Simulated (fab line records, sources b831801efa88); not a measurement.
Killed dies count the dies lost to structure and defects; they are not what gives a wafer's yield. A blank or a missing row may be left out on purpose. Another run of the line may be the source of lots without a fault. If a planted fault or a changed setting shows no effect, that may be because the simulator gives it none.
One fault seen from 2 desks | flow gf180mcu | every desk sees just its own numbers, and what lay behind them comes last

## TOOL OWNER'S DESK, pvd sputter-02
The tool's own readings at GF_M4_SPUTTER_03 (material Ti, target thk 10 nm, time 6.7 s): means of the sampled wafers that have a number, for each lot that ran on this tool. The brackets show how far a lot's mean lies from the usual mean; more than 4 standard deviations puts the lot out of limits, marked OUT.
Columns: A = cathode dc power W at GF_M4_SPUTTER_03, usual 3000.0 W; B = chamber pressure pa at GF_M4_SPUTTER_03, usual 0.3000 Pa; C = throttle valve pct at GF_M4_SPUTTER_03, usual 30.1 %
lot  | first seen here | A      | B      | C
L998 | day 28 08:40    | 3000.6 | 0.3000 | 30.0
This desk's finding: nothing out of limits on the one lot.

## METROLOGY DESK
Means of the sampled wafers that have a number, per lot and without regard to the tool the lot ran on: this is what the gauges read. The brackets show how far a lot's mean lies from the usual mean; more than 4 standard deviations puts the lot out of limits, marked OUT.
Columns: A = V3_W_RS at GF_V3_RS_MEAS_24, usual 0.329 ohm/sq; B = V3_W_THK at GF_V3_THK_MEAS_25, usual 355 nm
lot  | first seen here | A     | B
L981 | day 22 16:59    | 0.336 | 347
L986 | day 24 21:49    | 0.327 | 358
L988 | day 25 00:14    | 0.330 | 351
L997 | day 27 21:04    | 0.333 | 357
L998 | day 28 08:01    | 0.331 | 356
L101 | day 29 03:16    | 0.332 | 357
Result from this desk: across the 6 lots, nothing is out of limits.

## ALL TOGETHER
The tool owner's desk saw nothing out of limits.
From the metrology desk's view, nothing was out of limits.

## WHAT HAD BEEN PUT IN BY THE SIMULATOR
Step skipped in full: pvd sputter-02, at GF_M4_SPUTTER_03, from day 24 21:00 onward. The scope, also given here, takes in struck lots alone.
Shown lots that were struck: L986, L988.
